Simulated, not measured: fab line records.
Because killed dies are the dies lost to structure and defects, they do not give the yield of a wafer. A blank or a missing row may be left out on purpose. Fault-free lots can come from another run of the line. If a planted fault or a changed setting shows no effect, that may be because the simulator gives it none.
fab line records	flow gf180mcu
[record] lots = 24	wafers = 72	last_day = 34
route steps=602 shown M1@316 V1@360 M2@376 V2@399 V3@447
lots with no fault: from the same line, run without faults
start_h: the number of hours between the record's first day and the start of the first shown wafer of the lot	wait_h: hours elapsed since this lot's preceding step	" same as the row above	L1.1+2: a single row standing in for several wafers	- no value, or no start given	* or withheld: withheld	< > ~ a bound
route shown NAME@n: a module of which the file shows steps, and the number in the route of the first	usual: mean/standard deviation of fault-free wafers	same: alike in all rows	chamber/n: place in a boat	sites: per-site readings	_std_site: the values' standard deviation	_edge_site: mean of outer sites minus mean of inner sites	radius_mm: for every site, how far away it sits from the centre of the wafer	mask NAME#n: copy n	behind: the most recent tool/chamber to have shaped the wafer	hold: what put the lot on hold/how long, in hours/how the hold closed	device: the transistor (n, p or np) that didn't switch	end of line: the route-end tests of the same wafers	step lacking rows: just its recipe	killed: the dies lost at the first sort to structure and to defects; this is not the yield of the wafer	map: the dies of a wafer, with x for killed, . for not killed, _ for no die there
set.NAME: setting as actually run; set.NAME@STEP: the setting as run at that earlier step	model.NAME: the simulator's own value behind a step, which no gauge read
one table for each step of the route and one row for each wafer, over a sample of lots
services: the hour from which a tool's chamber was out of use, counted from the record's first day as start_h (under 0 if before that day), plus the number of hours and why
[[steps]]
[step GF_M1_SPUTTER_01]
[recipe] material = TiN	target_thk_nm = 30	power_w = 6500	time_s = 25	chamber_pressure_pa = 0.4
[usual] throttle_valve_pct = 30.5/1
lot.wafer	tool	chamber	start_h	wait_h	throttle_valve_pct
L074.1	pvd_sputter-03	-	361.90	0.1	31.5
L074.2	"	-	"	"	30.2
L074.6	"	-	"	"	30.4
L075.4	pvd_sputter-01	-	366.05	0.1	28.7
L075.5	"	-	"	"	28.4
L075.6	"	-	"	"	30.9
L076.1	pvd_sputter-01	-	381.12	0.1	28.3
L076.2	"	-	"	"	31.4
L076.5	"	-	"	"	28.9
L077.1	pvd_sputter-03	-	390.98	0.1	30.5
L077.4	"	-	"	"	31.0
L077.6	"	-	"	"	31.9
L078.2	pvd_sputter-03	-	396.76	0.1	30.5
L078.5	"	-	"	"	31.0
L078.6	"	-	"	"	30.2
L079.2	pvd_sputter-04	-	406.63	0.1	31.6
L079.3	"	-	"	"	30.5
L079.5	"	-	"	"	31.1
L080.2	pvd_sputter-01	-	415.44	0.1	28.6
L080.4	"	-	"	"	28.5
L080.5	"	-	"	"	28.1
L081.3	pvd_sputter-03	-	425.90	0.1	31.5
L081.4	"	-	"	"	30.3
L081.5	"	-	"	"	30.5
L082.1	pvd_sputter-03	-	437.81	0.1	31.4
L082.3	"	-	"	"	30.5
L082.4	"	-	"	"	30.2
L083.3	pvd_sputter-01	-	451.41	0.1	31.3
L083.4	"	-	"	"	31.1
L083.6	"	-	"	"	31.4
L085.4	pvd_sputter-03	-	463.82	0.1	30.5
L085.5	"	-	"	"	30.2
L085.6	"	-	"	"	31.6
L084.2	pvd_sputter-01	-	465.60	0.1	28.2
L084.5	"	-	"	"	31.2
L084.6	"	-	"	"	28.5
L086.2	pvd_sputter-04	-	472.45	0.1	30.9
L086.3	"	-	"	"	29.7
L086.4	"	-	"	"	30.4
L087.1	pvd_sputter-01	-	479.55	0.1	31.0
L087.2	"	-	"	"	28.3
L087.6	"	-	"	"	30.8
L088.2	pvd_sputter-04	-	493.40	0.1	30.9
L088.3	"	-	"	"	30.1
L088.6	"	-	"	"	29.9
L089.2	pvd_sputter-04	-	507.96	0.1	30.9
L089.3	"	-	"	"	31.5
L089.6	"	-	"	"	31.5
L090.1	pvd_sputter-03	-	512.99	0.1	31.2
L090.2	"	-	"	"	31.7
L090.3	"	-	"	"	30.4
L091.2	pvd_sputter-04	-	518.37	0.1	29.8
L091.5	"	-	"	"	30.9
L091.6	"	-	"	"	29.8
L092.1	pvd_sputter-03	-	525.31	0.1	30.3
L092.2	"	-	"	"	30.2
L092.4	"	-	"	"	31.8
L093.1	pvd_sputter-01	-	533.31	0.1	28.6
L093.3	"	-	"	"	31.1
L093.5	"	-	"	"	31.2
L094.1	pvd_sputter-04	-	537.11	0.1	30.5
L094.2	"	-	"	"	30.8
L094.3	"	-	"	"	31.9
L095.1	pvd_sputter-04	-	551.40	0.1	30.6
L095.2	"	-	"	"	30.9
L095.6	"	-	"	"	30.7
L096.2	pvd_sputter-03	-	553.75	0.1	30.4
L096.4	"	-	"	"	31.9
L096.5	"	-	"	"	31.0
L097.1	pvd_sputter-04	-	558.51	0.1	31.6
L097.4	"	-	"	"	29.7
L097.5	"	-	"	"	30.9
[step GF_M1_SPUTTER_02]
[recipe] material = AlCu	target_thk_nm = 450	power_w = 10600	time_s = 23.9	chamber_pressure_pa = 0.4
[usual] throttle_valve_pct = 30.6/1
lot.wafer	tool	chamber	start_h	wait_h	throttle_valve_pct
L074.1	pvd_sputter-03	-	361.93	0.0	31.5
L074.2	"	-	"	"	30.6
L074.6	"	-	"	"	30.4
L075.4	pvd_sputter-01	-	366.08	0.0	28.7
L075.5	"	-	"	"	28.3
L075.6	"	-	"	"	30.8
L076.1	pvd_sputter-01	-	381.15	0.0	28.5
L076.2	"	-	"	"	31.1
L076.5	"	-	"	"	28.6
L077.1	pvd_sputter-03	-	391.01	0.0	30.1
L077.4	"	-	"	"	31.2
L077.6	"	-	"	"	31.5
L078.2	pvd_sputter-03	-	396.79	0.0	30.4
L078.5	"	-	"	"	30.8
L078.6	"	-	"	"	30.0
L079.2	pvd_sputter-04	-	406.66	0.0	31.6
L079.3	"	-	"	"	30.6
L079.5	"	-	"	"	30.8
L080.2	pvd_sputter-01	-	415.47	0.0	28.9
L080.4	"	-	"	"	28.2
L080.5	"	-	"	"	28.3
L081.3	pvd_sputter-03	-	425.93	0.0	31.6
L081.4	"	-	"	"	30.3
L081.5	"	-	"	"	30.5
L082.1	pvd_sputter-03	-	437.84	0.0	31.8
L082.3	"	-	"	"	30.4
L082.4	"	-	"	"	30.5
L083.3	pvd_sputter-01	-	451.44	0.0	31.1
L083.4	"	-	"	"	30.9
L083.6	"	-	"	"	31.2
L085.4	pvd_sputter-03	-	463.85	0.0	30.1
L085.5	"	-	"	"	30.4
L085.6	"	-	"	"	31.7
L084.2	pvd_sputter-01	-	465.63	0.0	28.3
L084.5	"	-	"	"	31.3
L084.6	"	-	"	"	28.3
L086.2	pvd_sputter-04	-	472.49	0.0	31.0
L086.3	"	-	"	"	29.9
L086.4	"	-	"	"	30.5
L087.1	pvd_sputter-01	-	479.58	0.0	31.0
L087.2	"	-	"	"	28.3
L087.6	"	-	"	"	31.3
L088.2	pvd_sputter-04	-	493.43	0.0	30.9
L088.3	"	-	"	"	30.0
L088.6	"	-	"	"	30.0
L089.2	pvd_sputter-04	-	507.99	0.0	31.1
L089.3	"	-	"	"	31.7
L089.6	"	-	"	"	31.6
L090.1	pvd_sputter-03	-	513.02	0.0	31.2
L090.2	"	-	"	"	31.8
L090.3	"	-	"	"	30.3
L091.2	pvd_sputter-04	-	518.40	0.0	30.2
L091.5	"	-	"	"	31.0
L091.6	"	-	"	"	29.9
L092.1	pvd_sputter-03	-	525.34	0.0	30.1
L092.2	"	-	"	"	30.5
L092.4	"	-	"	"	31.8
L093.1	pvd_sputter-01	-	533.34	0.0	28.4
L093.3	"	-	"	"	31.2
L093.5	"	-	"	"	31.3
L094.1	pvd_sputter-04	-	537.14	0.0	30.6
L094.2	"	-	"	"	31.1
L094.3	"	-	"	"	31.6
L095.1	pvd_sputter-04	-	551.43	0.0	30.7
L095.2	"	-	"	"	30.7
L095.6	"	-	"	"	30.9
L096.2	pvd_sputter-03	-	553.78	0.0	30.6
L096.4	"	-	"	"	31.5
L096.5	"	-	"	"	31.3
L097.1	pvd_sputter-04	-	558.54	0.0	31.8
L097.4	"	-	"	"	30.1
L097.5	"	-	"	"	30.8
[step GF_V1_THK_MEAS_25]
[recipe] thk_meas_gauge = xrf	reads = W_of_V1_CVD_23
[usual] V1_W_THK = 346/5
lot.wafer	tool	chamber	start_h	wait_h	V1_W_THK[nm]
L074.1	film_metro-02	-	410.21	0.1	344
L074.2	"	-	"	"	344
L074.6	"	-	"	"	342
L075.4	film_metro-02	-	414.71	0.1	332
L075.5	"	-	"	"	337
L075.6	"	-	"	"	331
L076.1	film_metro-02	-	431.01	0.1	342
L076.2	"	-	"	"	345
L076.5	"	-	"	"	342
L077.1	film_metro-02	-	441.83	0.1	337
L077.4	"	-	"	"	343
L077.6	"	-	"	"	337
L078.2	film_metro-01	-	446.98	0.1	349
L078.5	"	-	"	"	347
L078.6	"	-	"	"	349
L079.2	film_metro-02	-	457.37	0.1	342
L079.3	"	-	"	"	340
L079.5	"	-	"	"	337
L080.2	film_metro-01	-	466.06	0.1	353
L080.4	"	-	"	"	344
L080.5	"	-	"	"	348
L081.3	film_metro-01	-	477.23	0.1	346
L081.4	"	-	"	"	348
L081.5	"	-	"	"	344
L082.1	film_metro-04	-	488.88	0.1	348
L082.3	"	-	"	"	345
L082.4	"	-	"	"	347
L083.3	film_metro-04	-	501.65	0.1	346
L083.4	"	-	"	"	341
L083.6	"	-	"	"	352
L085.4	film_metro-02	-	516.88	0.1	349
L085.5	"	-	"	"	348
L085.6	"	-	"	"	347
L084.2	film_metro-04	-	517.34	0.1	349
L084.5	"	-	"	"	346
L084.6	"	-	"	"	351
L086.2	film_metro-02	-	523.54	0.1	350
L086.3	"	-	"	"	349
L086.4	"	-	"	"	341
L087.1	film_metro-04	-	528.45	0.1	343
L087.2	"	-	"	"	353
L087.6	"	-	"	"	344
L088.2	film_metro-04	-	542.55	0.1	343
L088.3	"	-	"	"	346
L088.6	"	-	"	"	343
L089.2	film_metro-01	-	556.51	0.1	350
L089.3	"	-	"	"	347
L089.6	"	-	"	"	344
L090.1	film_metro-04	-	562.26	0.1	345
L090.2	"	-	"	"	346
L090.3	"	-	"	"	350
L091.2	film_metro-04	-	567.36	0.1	350
L091.5	"	-	"	"	356
L091.6	"	-	"	"	354
L092.1	film_metro-01	-	572.91	0.1	356
L092.2	"	-	"	"	348
L092.4	"	-	"	"	348
L093.1	film_metro-01	-	580.82	0.1	354
L093.3	"	-	"	"	352
L093.5	"	-	"	"	358
L094.1	film_metro-02	-	584.60	0.1	347
L094.2	"	-	"	"	348
L094.3	"	-	"	"	343
L095.1	film_metro-02	-	597.66	0.1	346
L095.2	"	-	"	"	341
L095.6	"	-	"	"	352
L096.2	film_metro-02	-	599.57	0.1	351
L096.4	"	-	"	"	343
L096.5	"	-	"	"	343
L097.1	film_metro-01	-	604.87	0.1	348
L097.4	"	-	"	"	346
L097.5	"	-	"	"	345
[step GF_M2_CD_MEAS_14]
[recipe] target_cd_nm = 280
[usual] cd_nm = 279.6/1.6
lot.wafer	tool	chamber	start_h	wait_h	cd_nm
L074.1	cd_sem-01	-	434.57	0.1	279.3
L074.2	"	-	"	"	279.9
L074.6	"	-	"	"	279.5
L075.4	cd_sem-01	-	439.03	0.1	279.0
L075.5	"	-	"	"	278.2
L075.6	"	-	"	"	276.8
L076.1	cd_sem-01	-	456.25	0.1	281.6
L076.2	"	-	"	"	281.6
L076.5	"	-	"	"	281.2
L077.1	cd_sem-02	-	466.59	0.1	276.0
L077.4	"	-	"	"	275.9
L077.6	"	-	"	"	276.2
L078.2	cd_sem-02	-	471.11	0.1	279.8
L078.5	"	-	"	"	279.8
L078.6	"	-	"	"	279.4
L079.2	cd_sem-02	-	482.54	0.1	279.6
L079.3	"	-	"	"	279.9
L079.5	"	-	"	"	279.2
L080.2	cd_sem-02	-	490.37	0.1	278.9
L080.4	"	-	"	"	277.7
L080.5	"	-	"	"	279.3
L081.3	cd_sem-01	-	501.16	0.1	280.0
L081.4	"	-	"	"	279.4
L081.5	"	-	"	"	279.1
L082.1	cd_sem-02	-	513.77	0.1	279.9
L082.3	"	-	"	"	279.2
L082.4	"	-	"	"	278.9
L083.3	cd_sem-02	-	525.41	0.1	278.1
L083.4	"	-	"	"	277.2
L083.6	"	-	"	"	277.9
L085.4	cd_sem-02	-	540.78	0.1	281.3
L085.5	"	-	"	"	280.3
L085.6	"	-	"	"	280.4
L084.2	cd_sem-02	-	541.09	0.1	279.3
L084.5	"	-	"	"	279.9
L084.6	"	-	"	"	280.8
L086.2	cd_sem-02	-	547.64	0.1	276.9
L086.3	"	-	"	"	278.0
L086.4	"	-	"	"	276.4
L087.1	cd_sem-02	-	551.65	0.1	280.1
L087.2	"	-	"	"	281.1
L087.6	"	-	"	"	280.8
L088.2	cd_sem-01	-	565.87	0.1	279.7
L088.3	"	-	"	"	280.5
L088.6	"	-	"	"	280.5
L089.2	cd_sem-01	-	580.04	0.1	279.0
L089.3	"	-	"	"	281.4
L089.6	"	-	"	"	280.0
L090.1	cd_sem-02	-	584.72	0.1	278.5
L090.2	"	-	"	"	279.4
L090.3	"	-	"	"	277.5
L091.2	cd_sem-02	-	589.71	0.1	280.7
L091.5	"	-	"	"	280.2
L091.6	"	-	"	"	281.9
L092.1	cd_sem-02	-	595.37	0.1	280.8
L092.2	"	-	"	"	279.7
L092.4	"	-	"	"	279.6
L093.1	cd_sem-02	-	602.80	0.1	278.0
L093.3	"	-	"	"	278.6
L093.5	"	-	"	"	279.2
L094.1	cd_sem-01	-	606.29	0.1	282.6
L094.2	"	-	"	"	283.5
L094.3	"	-	"	"	283.3
L095.1	cd_sem-02	-	619.62	0.1	279.7
L095.2	"	-	"	"	278.9
L095.6	"	-	"	"	278.8
L096.2	cd_sem-01	-	620.72	0.1	278.8
L096.4	"	-	"	"	278.1
L096.5	"	-	"	"	278.1
L097.1	cd_sem-01	-	625.59	0.1	281.8
L097.4	"	-	"	"	281.6
L097.5	"	-	"	"	280.5
[step GF_V2_ETCH_17]
[recipe] chemistry = C4F8/O2/Ar	mask_material = KrF	target = SiO2	stop_on = TiN	source_w = 1500	bias_w = 1200	pressure_mtorr = 40	c4f8_flow_sccm = withheld	O2_flow_sccm = 6	Ar_flow_sccm = 300	time_s = withheld	target_depth_a = 6300
[usual] oes_product_au = 0.856/0.0049
lot.wafer	tool	chamber	start_h	wait_h	oes_product_au
L074.1	rie_diel-02	3	-	-	0.860
L074.2	"	2	"	"	0.860
L074.6	"	2	"	"	0.857
L075.4	rie_diel-04	3	-	-	0.858
L075.5	"	3	"	"	0.862
L075.6	"	2	"	"	0.850
L076.1	rie_diel-02	2	-	-	0.855
L076.2	"	1	"	"	0.857
L076.5	"	1	"	"	0.851
L077.1	rie_diel-02	1	-	-	0.862
L077.4	"	3	"	"	0.855
L077.6	"	2	"	"	0.852
L078.2	rie_diel-02	2	-	-	0.862
L078.5	"	2	"	"	0.856
L078.6	"	1	"	"	0.849
L079.2	rie_diel-04	0	-	-	0.860
L079.3	"	1	"	"	0.862
L079.5	"	3	"	"	0.858
L080.2	rie_diel-04	3	-	-	0.852
L080.4	"	0	"	"	0.855
L080.5	"	1	"	"	0.847
L081.3	rie_diel-02	1	-	-	0.854
L081.4	"	2	"	"	0.856
L081.5	"	1	"	"	0.859
L082.1	rie_diel-04	1	-	-	0.863
L082.3	"	3	"	"	0.854
L082.4	"	2	"	"	0.862
L083.3	rie_diel-04	0	-	-	0.854
L083.4	"	1	"	"	0.852
L083.6	"	0	"	"	0.852
L085.4	rie_diel-02	0	-	-	0.859
L085.5	"	0	"	"	0.855
L085.6	"	1	"	"	0.851
L084.2	rie_diel-04	0	-	-	0.860
L084.5	"	0	"	"	0.865
L084.6	"	1	"	"	0.869
L086.2	rie_diel-01	2	-	-	0.861
L086.3	"	0	"	"	0.847
L086.4	"	3	"	"	0.862
L087.1	rie_diel-04	0	-	-	0.851
L087.2	"	3	"	"	0.858
L087.6	"	2	"	"	0.858
L088.2	rie_diel-02	2	-	-	0.858
L088.3	"	1	"	"	0.854
L088.6	"	0	"	"	0.858
L089.2	rie_diel-04	3	-	-	0.854
L089.3	"	1	"	"	0.857
L089.6	"	1	"	"	0.850
L090.1	rie_diel-01	3	-	-	0.855
L090.2	"	1	"	"	0.862
L090.3	"	0	"	"	0.850
L091.2	rie_diel-02	1	-	-	0.861
L091.5	"	0	"	"	0.858
L091.6	"	3	"	"	0.857
L092.1	rie_diel-02	0	-	-	0.850
L092.2	"	2	"	"	0.854
L092.4	"	3	"	"	0.854
L093.1	rie_diel-01	0	-	-	0.853
L093.3	"	1	"	"	0.852
L093.5	"	3	"	"	0.861
L094.1	rie_diel-02	0	-	-	0.864
L094.2	"	3	"	"	0.858
L094.3	"	1	"	"	0.858
L095.1	rie_diel-04	3	-	-	0.850
L095.2	"	1	"	"	0.851
L095.6	"	0	"	"	0.857
L096.2	rie_diel-01	2	-	-	0.854
L096.4	"	0	"	"	0.857
L096.5	"	3	"	"	0.852
L097.1	rie_diel-01	2	-	-	0.861
L097.4	"	0	"	"	0.852
L097.5	"	2	"	"	0.865
[step GF_V3_STRIP_18]
[recipe] chemistry = O2/N2	power_w = 1400	pressure_mtorr = 1500	platen_temp_c = 250	o2_flow_sccm = 3000	n2_flow_sccm = 300	overash_fraction = 0.5
[usual] drypump_motor_current_A = 5.8/0.4	heater_power_w = 320/26	oes_product_au = 0.594/0.0051
lot.wafer	tool	chamber	start_h	wait_h	drypump_motor_current_A	heater_power_w	oes_product_au	rf_hours_counter_h
L074.1	plasma_asher-04	0	512.20	-	6.4	316	0.588	37
L074.2	"	1	"	"	5.5	314	0.590	37
L074.6	"	0	"	"	6.4	307	0.583	-
L075.4	plasma_asher-03	1	516.69	-	5.5	278	0.584	-
L075.5	"	0	"	"	5.5	380	0.590	-
L075.6	"	1	"	"	5.5	271	0.594	-
L076.1	plasma_asher-03	0	531.48	-	5.5	379	0.594	11
L076.2	"	1	"	"	5.4	284	0.599	11
L076.5	"	0	"	"	5.5	380	0.588	-
L077.1	plasma_asher-04	0	542.48	-	6.4	318	0.594	40
L077.4	"	0	"	"	6.4	306	0.599	-
L077.6	"	0	"	"	6.4	313	0.585	-
L078.2	plasma_asher-01	0	546.35	-	6.0	322	0.601	75
L078.5	"	1	"	"	6.1	321	0.590	-
L078.6	"	0	"	"	6.0	321	0.601	-
L079.2	plasma_asher-01	1	556.60	-	6.1	320	0.607	76
L079.3	"	0	"	"	6.0	325	0.585	-
L079.5	"	1	"	"	6.2	327	0.580	-
L080.2	plasma_asher-04	1	566.85	-	5.4	316	0.596	43
L080.4	"	1	"	"	5.4	313	0.594	-
L080.5	"	1	"	"	5.4	314	0.601	-
L081.3	plasma_asher-03	0	574.43	-	5.5	376	0.585	-
L081.4	"	1	"	"	5.4	286	0.586	-
L081.5	"	1	"	"	5.5	278	0.592	-
L082.1	plasma_asher-04	1	586.03	-	5.4	313	0.595	45
L082.3	"	1	"	"	5.4	324	0.596	-
L082.4	"	0	"	"	6.4	316	0.597	-
L083.3	plasma_asher-03	1	596.67	-	5.5	276	0.593	-
L083.4	"	0	"	"	5.5	369	0.593	-
L083.6	"	1	"	"	5.5	275	0.598	-
L085.4	plasma_asher-01	1	609.94	-	6.1	325	0.598	-
L085.5	"	0	"	"	6.0	315	0.591	-
L085.6	"	1	"	"	6.2	325	0.592	-
L084.2	plasma_asher-04	1	611.88	-	5.4	326	0.592	47
L084.5	"	1	"	"	5.4	315	0.597	-
L084.6	"	0	"	"	6.4	300	0.597	-
L086.2	plasma_asher-01	0	616.90	-	6.0	320	0.604	82
L086.3	"	1	"	"	6.2	323	0.596	-
L086.4	"	0	"	"	6.0	323	0.595	-
L087.1	plasma_asher-04	1	622.05	-	5.4	321	0.599	48
L087.2	"	0	"	"	6.4	316	0.591	48
L087.6	"	0	"	"	6.4	321	0.591	-
L088.2	plasma_asher-01	1	634.15	-	6.1	324	0.594	84
L088.3	"	1	"	"	6.2	325	0.588	-
L088.6	"	0	"	"	6.0	330	0.593	-
L089.2	plasma_asher-04	0	647.55	-	6.4	309	0.594	51
L089.3	"	0	"	"	6.4	323	0.588	-
L089.6	"	0	"	"	6.4	310	0.590	-
L090.1	plasma_asher-04	1	651.58	-	5.4	320	0.595	52
L090.2	"	0	"	"	6.4	309	0.596	52
L090.3	"	1	"	"	5.5	318	0.591	-
L091.2	plasma_asher-03	1	657.30	-	5.5	280	0.598	25
L091.5	"	0	"	"	5.5	377	0.596	-
L091.6	"	1	"	"	5.4	279	0.601	-
L092.1	plasma_asher-01	0	660.23	-	6.0	321	0.588	87
L092.2	"	1	"	"	6.1	322	0.592	87
L092.4	"	0	"	"	6.0	326	0.597	-
L093.1	plasma_asher-03	1	667.70	-	5.5	284	0.592	26
L093.3	"	1	"	"	5.5	278	0.591	-
L093.5	"	0	"	"	5.5	376	0.594	-
L094.1	plasma_asher-01	0	672.28	-	6.0	328	0.594	88
L094.2	"	1	"	"	6.1	323	0.597	88
L094.3	"	0	"	"	6.0	324	0.596	-
L095.1	plasma_asher-04	0	682.33	-	6.4	313	0.583	55
L095.2	"	1	"	"	5.5	310	0.584	55
L095.6	"	0	"	"	6.4	308	0.598	-
L096.2	plasma_asher-04	0	683.95	-	6.4	304	0.595	56
L096.4	"	1	"	"	5.4	317	0.597	-
L096.5	"	1	"	"	5.5	317	0.606	-
L097.1	plasma_asher-04	0	688.20	-	6.4	312	0.596	56
L097.4	"	0	"	"	6.4	319	0.598	-
L097.5	"	0	"	"	6.4	308	0.593	-
[[services]]
tool	chamber	start_h	hours	kind
pvd_sputter-03	-	348.70	4.4	repair
pvd_sputter-04	-	354.20	41.3	repair
plasma_asher-04	-	371.69	3.0	repair
plasma_asher-04	-	382.52	2.7	repair
pvd_sputter-01	-	392.50	3.0	repair
pvd_sputter-01	-	397.37	7.8	repair
rie_diel-02	-	399.04	14.6	pm
pvd_sputter-04	-	424.45	5.1	repair
pvd_sputter-01	-	442.05	3.8	repair
rie_diel-04	1	445.93	3.1	repair
rie_diel-04	-	453.75	2.8	pm
pvd_sputter-03	-	472.35	2.2	repair
rie_diel-04	1	472.88	2.7	repair
rie_diel-02	0	535.37	1.3	repair
rie_diel-04	-	555.27	0.3	repair
pvd_sputter-03	-	570.11	1.8	repair
pvd_sputter-03	-	572.90	6.7	repair
pvd_sputter-01	-	596.03	3.1	repair
rie_diel-02	1	607.39	2.6	repair
rie_diel-02	-	638.17	0.7	repair
rie_diel-02	-	646.17	2.8	pm
pvd_sputter-01	-	653.47	1.0	repair
pvd_sputter-04	-	669.10	1.0	repair
pvd_sputter-04	-	675.73	8.0	repair
[[key]]
fault none
